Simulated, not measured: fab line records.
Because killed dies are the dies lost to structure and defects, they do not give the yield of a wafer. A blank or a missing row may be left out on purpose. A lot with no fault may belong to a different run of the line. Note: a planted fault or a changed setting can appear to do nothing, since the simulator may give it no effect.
Which tool was responsible?    flow sky130    14 lots, 42 wafers sampled, at 3 steps of a route of 708

## WHAT EACH GAUGE READ, for each wafer
SKY_VT_ADJUST_HVTR_TW_MEAS_11.
lot   measured      on            VT_ADJUST_HVTR_TW
L248  day 9 13:29   filmMetro-03  209.0 209.2 210.1
L249  day 9 23:52   filmMetro-01  209.8 210.8 209.8
L251  day 10 09:10  filmMetro-01  209.4 211.1 211.8
L252  day 11 22:46  filmMetro-01  210.9 210.3 209.8
L255  day 12 02:10  filmMetro-03  210.3 211.3 210.1
L253  day 12 02:28  filmMetro-02  209.0 211.0 210.6
L256  day 12 13:04  filmMetro-01  209.6 209.5 210.6
L265  day 15 11:13  filmMetro-02  211.4 211.7 211.7
L263  day 15 11:14  filmMetro-03  209.4 210.0 208.8
L264  day 15 11:53  filmMetro-03  209.3 210.9 210.0
L266  day 16 01:44  filmMetro-02  211.0 211.4 210.7
L268  day 16 13:37  filmMetro-03  210.5 210.1 210.7
L269  day 16 18:47  filmMetro-02  211.1 210.5 211.4
L270  day 16 19:05  filmMetro-02  210.7 210.5 210.2

SKY_SONOS_ONO_THK_MEAS_05.
lot   measured      on            SONOS_ONO_CVD_04_THK (nm)
L248  day 11 18:58  filmMetro-03  5.73 5.63 5.70
L249  day 12 02:56  filmMetro-03  5.67 5.62 5.68
L251  day 12 14:03  filmMetro-03  5.82 5.94 5.80
L252  day 14 06:27  filmMetro-03  5.65 5.71 5.81
L255  day 14 10:59  filmMetro-01  5.72 5.81 5.80
L253  day 14 12:13  filmMetro-03  5.81 5.78 5.82
L256  day 15 00:55  filmMetro-04  5.90 5.93 5.94
L265  day 18 00:04  filmMetro-01  5.87 5.94 5.90
L263  day 18 01:23  filmMetro-03  5.86 5.87 5.90
L264  day 18 01:23  filmMetro-01  5.83 5.81 5.93
L266  day 18 20:35  filmMetro-03  5.76 5.82 5.85
L268  day 19 09:17  filmMetro-03  5.51 5.64 5.61
L269  day 19 10:31  filmMetro-01  5.74 5.60 5.58
L270  day 19 15:04  filmMetro-01  5.47 5.56 5.57

## WHAT TOOL EACH LOT RAN ON (gives the tool, then ch and the chambers of the sampled wafers, and finally the start)
lot   SKY_VT_ADJUST_HVTR_STRIP_10
L248  plasmaAsher-02 ch 0,1, day 9 13:23
L249  plasmaAsher-02 ch 0,1, day 9 23:46
L251  plasmaAsher-02 ch 0,1, day 10 09:04
L252  plasmaAsher-01 ch 0,1, day 11 22:40
L255  plasmaAsher-02 ch 0,1, day 12 02:04
L253  plasmaAsher-03 ch 0,1, day 12 02:22
L256  plasmaAsher-03 ch 0,1, day 12 12:58
L265  plasmaAsher-03 ch 0,1, day 15 11:08
L263  plasmaAsher-02 ch 0,1, day 15 11:08
L264  plasmaAsher-02 ch 0,1, day 15 11:47
L266  plasmaAsher-03 ch 0,1, day 16 01:38
L268  plasmaAsher-01 ch 0,1, day 16 13:32
L269  plasmaAsher-01 ch 0,1, day 16 18:41
L270  plasmaAsher-01 ch 0,1, day 16 18:59
- SKY_VT_ADJUST_HVTR_STRIP_10: strips in O2/N2.

## AS READ BY THE TOOLS THEMSELVES (means over the sampled wafers that have a number; for cases with no such wafer, the mark the record gives instead)
SKY_VT_ADJUST_HVTR_STRIP_10.
lot   tool            drypumpMotorCurrentA (A)  o2FlowSccm (sccm)  oesProductAu (a.u.)  stripTimeToEndpointS (s)
L248  plasmaAsher-02  5.7                       3006               0.714                14.18
L249  plasmaAsher-02  5.7                       3005               0.714                14.21
L251  plasmaAsher-02  5.3                       2992               0.714                14.19
L252  plasmaAsher-01  5.8                       2996               0.708                14.21
L255  plasmaAsher-02  5.7                       3000               0.719                14.17
L253  plasmaAsher-03  5.4                       2998               0.714                14.22
L256  plasmaAsher-03  5.5                       2995               0.714                14.20
L265  plasmaAsher-03  5.4                       2994               0.714                14.22
L263  plasmaAsher-02  5.7                       3004               0.713                14.23
L264  plasmaAsher-02  5.7                       3006               0.711                14.19
L266  plasmaAsher-03  5.5                       3010               0.716                14.21
L268  plasmaAsher-01  5.8                       3001               0.713                14.11
L269  plasmaAsher-01  5.6                       2988               0.717                14.14
L270  plasmaAsher-01  5.8                       3001               0.714                14.15

## THE ANSWER, worked out from the rows above alone
Rule: the usual values come from the lots themselves. The widest of any qualifying gaps counts: lots, ordered by their means at a reading, are off when they make up no more than a third of the lots, leave a main group of 4 or more, and stand apart from it by 3 or more times the standard deviation of that group's means. A main group whose means are all the same, to the digits that the tables above print for the reading, isn't used. A lot without any number at a reading at which 4 lots or more have one is off too. The other lots that the step has rows for count as sound. The gauges are gone through in route order, then the tools' own readings, and for those a lot's mean is taken as printed above. At the first step where some lot is off, the reading lying furthest off is the one used; lots without a number count as furthest.
No lot is off on any of the readings shown, so nothing can be concluded from this.

## WHAT THE SIMULATOR PUT IN
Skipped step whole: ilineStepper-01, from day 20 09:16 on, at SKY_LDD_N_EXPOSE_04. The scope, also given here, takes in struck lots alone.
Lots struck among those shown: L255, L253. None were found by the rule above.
